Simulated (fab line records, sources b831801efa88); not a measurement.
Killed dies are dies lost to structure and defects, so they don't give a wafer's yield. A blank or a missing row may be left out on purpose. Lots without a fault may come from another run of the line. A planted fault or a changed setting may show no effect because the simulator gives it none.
fab line records | flow sky130
record lots=6 wafers=18 last_day=50
route steps=708 shown VIA2@509
lots that met no fault: from a run of the same line without faults
start_h: hours from the record's first day to the start of the lot's first wafer shown | wait_h: hours since the lot's step before | " the same as in the row above | L1.1+2: a row that stands for several wafers | - no value, or no start given | * or withheld: withheld | < > ~ a bound
route shown NAME@n: a module of which the file shows steps, and the number in the route of the first | usual: mean/standard deviation of fault-free wafers | same: alike in all rows | chamber/n: place in a boat | sites: the reading at each site | _std_site: their standard deviation | _edge_site: outer sites' mean less inner sites' | radius_mm: how far each site lies from the wafer's centre | mask NAME#n: copy n | behind: the tool/chamber that last shaped the wafer | hold: why the lot was held/for how many hours/how that ended | device: the transistor (n, p or np) that didn't switch | end of line: the same wafers' tests at the end of the route | a step without rows: its recipe alone | killed: dies lost to structure and defects at the first sort, not the wafer's yield | map: a wafer's dies, x killed, . not, _ none there
set.NAME: the setting as run; set.NAME@STEP: as run at that earlier step | model.NAME: the simulator's own value behind a step, which no gauge read
lots at some steps of the route; a table a step, a row a wafer
services: from which hour (start_h, from the record's first day; less than 0 if before it) a tool's chamber was out of use, for how many hours, and why
## steps
# step SKY_VIA2_CMP_02
# recipe material=SiO2 down_force_psi=4 platen_rpm=60 pad_velocity_m_s=0.94248
# usual motor_current_A=12.6/2.2 retaining_ring_pressure_frac=1.001/0.0052
# columns lot.wafer tool chamber start_h wait_h motor_current_A retaining_ring_pressure_frac
L165.4 cmp-02 3 895.98 0.0 13.1 0.999
L165.3 " 0 " " 13.7 1.000
L165.6 " 3 " " 12.9 1.005
L167.3 cmp-01 3 897.43 0.1 12.9 1.006
L167.4 " 1 " " 10.3 1.002
L167.5 " 3 " " 12.4 1.006
L171.3 cmp-02 2 938.48 0.0 15.0 0.996
L171.2 " 1 " " 11.0 0.996
L171.5 " 2 " " 15.9 1.000
L177.4 cmp-01 1 962.49 0.1 10.4 1.005
L177.2 " 2 " " 16.5 1.006
L177.3 " 3 " " 12.1 0.993
L178.2 cmp-01 3 972.08 0.0 12.4 0.995
L178.5 " 3 " " 12.2 0.993
L178.6 " 0 " " 10.7 1.002
L180.2 cmp-01 2 978.19 0.3 16.9 1.008
L180.4 " 3 " " 13.0 1.001
L180.6 " 1 " " 9.9 1.003
# step SKY_VIA2_BOW_MEAS_03
# recipe mode=bow
# usual VIA2_BOW=88/8
# columns lot.wafer tool chamber start_h wait_h VIA2_BOW[um]
L165.3 film_metro-03 - 896.32 0.2 75
L165.4 " - " " 91
L165.6 " - " " 76
L167.3 film_metro-02 - 897.72 0.2 92
L167.4 " - " " 88
L167.5 " - " " 95
L171.2 film_metro-03 - 938.80 0.1 83
L171.3 " - " " 92
L171.5 " - " " 84
L177.2 film_metro-02 - 962.76 0.2 96
L177.3 " - " " 97
L177.4 " - " " 94
L178.2 film_metro-03 - 972.40 0.3 91
L178.5 " - " " 86
L178.6 " - " " 78
L180.2 film_metro-02 - 978.46 0.2 83
L180.4 " - " " 76
L180.6 " - " " 88
# step SKY_VIA2_DEHYDRATE_04
# recipe temp_c=200 time_s=60
# step SKY_VIA2_HMDS_05
# recipe prime_time_s=60 prime_temp_c=120
# step SKY_VIA2_COAT_06
# recipe resist=BARC temp_c=withheld time_s=withheld spin_rpm=3000 resist_thk_nm=60
# step SKY_VIA2_COAT_07
# recipe resist=KrF-thick spin_rpm=3000 resist_thk_nm=450
# step SKY_VIA2_SOFTBAKE_08
# recipe temp_c=100 time_s=90 resist=KrF-thick
# step SKY_VIA2_EXPOSE_09
# recipe mask_id=VIM2 na=0.8 source_shape=annular sigma_inner=0.55 sigma_outer=0.85 target_cd_nm=200 dose_mj=38
# step SKY_VIA2_PEB_10
# recipe peb_temp_c=withheld peb_time_s=withheld resist=KrF-thick
# step SKY_VIA2_DEVELOP_11
# recipe develop_time_s=60 resist=KrF-thick dev_temp_c=21
# step SKY_VIA2_CD_MEAS_12
# recipe target_cd_nm=200
# usual cd_nm=200.1/1.4
# columns lot.wafer tool chamber start_h wait_h cd_nm
L165.3 cd_sem-01 - 921.57 - 201.8
L165.4 " - " " 203.0
L165.6 " - " " 201.3
L167.3 cd_sem-02 - 922.22 - 198.2
L167.4 " - " " 198.1
L167.5 " - " " 196.5
L171.2 cd_sem-02 - 963.37 - 200.8
L171.3 " - " " 201.8
L171.5 " - " " 201.6
L177.2 cd_sem-02 - 986.55 - 202.2
L177.3 " - " " 201.7
L177.4 " - " " 201.1
L178.2 cd_sem-01 - 996.02 - 200.5
L178.5 " - " " 201.9
L178.6 " - " " 201.1
L180.2 cd_sem-01 - 1001.90 - 199.2
L180.4 " - " " 199.4
L180.6 " - " " 199.6
# step SKY_VIA2_OVL_MEAS_13
# usual VIA2_OVL=-2/5
# columns lot.wafer tool chamber start_h wait_h VIA2_OVL[nm]
L165.3 overlay-01 - 921.66 0.1 3
L165.4 " - " " -1
L165.6 " - " " -1
L167.3 overlay-02 - 922.32 0.1 2
L167.4 " - " " 1
L167.5 " - " " 3
L171.2 overlay-01 - 963.47 0.1 4
L171.3 " - " " 5
L171.5 " - " " 8
L177.2 overlay-01 - 986.66 0.1 -11
L177.3 " - " " -2
L177.4 " - " " -9
L178.2 overlay-02 - 996.12 0.1 -1
L178.5 " - " " -4
L178.6 " - " " -4
L180.2 overlay-01 - 1002.01 0.1 -7
L180.4 " - " " -10
L180.6 " - " " -4
# step SKY_VIA2_ETCH_14
# recipe chemistry=N2/H2 target=BARC ion_energy_ev=200 source_w=500 bias_w=100 pressure_mtorr=30 n2_flow_sccm=100 h2_flow_sccm=200 stop_on=SiO2 time_s=45.9 target_depth_a=600
# usual bias_w=99.99/0.29 chamber_pressure_mTorr=30.002/0.025 drypump_motor_current_A=5.7/0.52 oes_product_au=0.854/0.0044 throttle_valve_pct=13.224/0.0091
# columns lot.wafer tool chamber start_h wait_h bias_w chamber_pressure_mTorr drypump_motor_current_A oes_product_au rf_hours_counter_h throttle_valve_pct model.KrF-thick_of_VIA2_COAT_07.thk_nm
L165.3 rie_diel-01 2 921.69 0.0 - - - - - - 436.1
L165.4 " 3 " " - - - - - - 435
L165.6 " 3 " " - - - - - - 436.4
L167.3 rie_diel-03 2 922.34 0.0 - - - - - - 433.8
L167.4 " 3 " " - - - - - - 434.5
L167.5 " 3 " " - - - - - - 434.6
L171.2 rie_diel-03 0 963.50 0.0 100.00 30.014 5.5 0.857 4 13.225 393.5
L171.3 " 3 " " 100.34 29.990 6.2 0.856 18 13.242 394.9
L171.5 " 0 " " 99.95 30.021 5.5 0.850 - 13.227 394.8
L177.2 rie_diel-02 0 986.69 0.0 100.15 29.993 4.8 0.853 5 13.240 392.2
L177.3 " 1 " " 99.84 30.014 4.9 0.854 21 13.225 392
L177.4 " 2 " " 99.99 30.014 4.7 0.858 13 13.224 393.1
L178.2 rie_diel-01 3 996.15 0.0 99.69 29.977 6.1 0.857 10 13.239 390.7
L178.5 " 0 " " 100.00 29.969 6.1 0.852 - 13.226 391.9
L178.6 " 3 " " 100.00 30.032 6.1 0.847 - 13.209 392.8
L180.2 rie_diel-01 3 1002.04 0.0 100.30 30.046 6.0 0.850 11 13.222 391.4
L180.4 " 0 " " 100.40 29.983 6.1 0.848 23 13.231 392.3
L180.6 " 3 " " 99.68 29.987 6.0 0.850 - 13.221 392.7
# step SKY_VIA2_ETCH_15
# recipe target=SiO2 chemistry=C4F8/O2/Ar target_depth_nm=546 stop_on=TiN mask_material=KrF-thick source_w=1500 bias_w=1200 pressure_mtorr=40 c4f8_flow_sccm=withheld O2_flow_sccm=6 Ar_flow_sccm=300 time_s=84
# usual bias_w=1200/3.8 chamber_pressure_mTorr=40.00/0.037 oes_product_au=0.939/0.0048
# columns lot.wafer tool chamber start_h wait_h bias_w chamber_pressure_mTorr oes_product_au rf_hours_counter_h model.KrF-thick_of_VIA2_COAT_07.thk_nm
L165.3 rie_diel-01 2 921.73 0.0 1209 40.05 0.373 3 327
L165.4 " 3 " " 1200 39.99 0.377 8 326.2
L165.6 " 3 " " 1202 40.06 0.362 - 327.8
L167.3 rie_diel-03 2 922.38 0.0 1201 40.04 0.370 11 321.8
L167.4 " 3 " " 1203 40.07 0.377 17 324.8
L167.5 " 3 " " 1203 39.97 0.377 - 323.7
L171.2 rie_diel-03 0 963.55 0.0 1198 40.04 0.944 4 284.8
L171.3 " 3 " " 1200 40.01 0.946 18 285.3
L171.5 " 0 " " 1201 39.96 0.943 - 285.9
L177.2 rie_diel-02 0 986.73 0.0 1199 40.00 0.942 5 283.7
L177.3 " 1 " " 1199 39.93 0.936 21 283.4
L177.4 " 2 " " 1198 39.97 0.941 13 285.2
L178.2 rie_diel-01 0 996.20 0.0 1204 40.00 0.939 22 281.7
L178.5 " 3 " " 1206 39.99 0.949 - 283.4
L178.6 " 0 " " 1199 39.93 0.938 - 284.3
L180.2 rie_diel-01 3 1002.08 0.0 1196 39.98 0.939 11 282.1
L180.4 " 0 " " 1203 40.02 0.936 23 281.6
L180.6 " 3 " " 1198 40.01 0.934 - 283.1
# step SKY_VIA2_STRIP_16
# recipe chemistry=O2/N2 power_w=1400 pressure_mtorr=1500 platen_temp_c=withheld o2_flow_sccm=3000 n2_flow_sccm=300 overash_fraction=0.5
# usual drypump_motor_current_A=5.4/0.37 oes_product_au=0.398/0.0041 strip_time_to_endpoint_s=4.051/0.021
# columns lot.wafer tool chamber start_h wait_h drypump_motor_current_A oes_product_au rf_hours_counter_h strip_time_to_endpoint_s
L165.3 plasma_asher-02 0 921.82 0.1 5.1 0.422 - 4.506
L165.4 " 1 " " 5.4 0.423 - 4.508
L165.6 " 1 " " 5.3 0.420 - 4.528
L167.3 plasma_asher-01 0 922.48 0.1 5.8 0.412 - 4.467
L167.4 " 1 " " 4.9 0.425 - 4.499
L167.5 " 1 " " 4.9 0.418 - 4.457
L171.2 plasma_asher-01 0 963.61 0.0 5.7 0.396 23 4.057
L171.3 " 0 " " 5.7 0.406 - 4.066
L171.5 " 1 " " 4.9 0.398 - 4.067
L177.2 plasma_asher-03 1 986.80 0.0 5.9 0.400 88 4.054
L177.3 " 1 " " 5.9 0.397 - 4.062
L177.4 " 0 " " 5.3 0.404 - 4.082
L178.2 plasma_asher-02 0 996.26 0.0 5.1 0.401 52 4.018
L178.5 " 1 " " 5.4 0.398 - 4.050
L178.6 " 0 " " 5.1 0.396 - 4.054
L180.2 plasma_asher-03 0 1002.15 0.0 5.3 0.401 90 4.036
L180.4 " 1 " " 5.9 0.397 - 4.029
L180.6 " 1 " " 5.9 0.393 - 4.059
# step SKY_VIA2_STRIP_17
# recipe chemistry=post_etch_residue_remover time_s=1200 temp_c=72.5
## services
# columns tool chamber start_h hours kind
rie_diel-03 1 893.40 3.9 repair
cmp-01 - 912.00 4.0 pm
cmp-01 - 916.00 - consumable_replace:conditioner
cmp-01 - 916.00 - consumable_replace:pad
cmp-02 - 916.12 0.3 repair
cmp-02 - 922.79 2.2 repair
plasma_asher-02 - 959.04 2.8 pm
plasma_asher-02 - 961.79 28.1 pm
rie_diel-03 0 968.14 4.5 repair
rie_diel-03 2 971.56 6.0 repair
cmp-02 - 974.12 4.5 pm
rie_diel-01 - 974.72 14.6 pm
cmp-02 - 985.45 2.4 repair
cmp-02 - 988.12 0.4 repair
cmp-01 - 990.89 0.7 repair
rie_diel-03 - 992.80 14.6 pm
## key
first_sign step=SKY_VIA2_ETCH_14 reading=tool_record direction=missing
effect step=SKY_VIA2_ETCH_15 reading=oes_product_au direction=down sigmas=99+ usual=0.939 struck=0.373
effect step=SKY_VIA2_STRIP_16 reading=strip_time_to_endpoint_s direction=up sigmas=21 usual=* struck=*
model_effect step=SKY_VIA2_ETCH_14 value=KrF-thick_of_VIA2_COAT_07.thk_nm without=391.7 struck=435.1
model_effect step=SKY_VIA2_ETCH_15 value=KrF-thick_of_VIA2_COAT_07.thk_nm without=281.8 struck=325.2
met_at SKY_VIA2_ETCH_14
struck_wafers L165.3,L165.4,L165.6,L167.3,L167.4,L167.5
later_rows_left_out L165.3,L165.4,L165.6,L167.3,L167.4,L167.5
sort_left_out L165.3,L165.4,L165.6,L167.3,L167.4,L167.5
fault kind=skipped_step_whole tool=rie_diel-01,rie_diel-03 chamber=- onset_h=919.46 steps=SKY_VIA2_ETCH_14 scope=struck_lots_only
# sort_left_out: the simulated sort isn't trusted on such a fault, so these wafers' sort isn't shown, and their yield isn't known
# later_rows_left_out: the simulator's readings of these wafers behind a module that went badly wrong aren't trusted and aren't shown, but for the sort
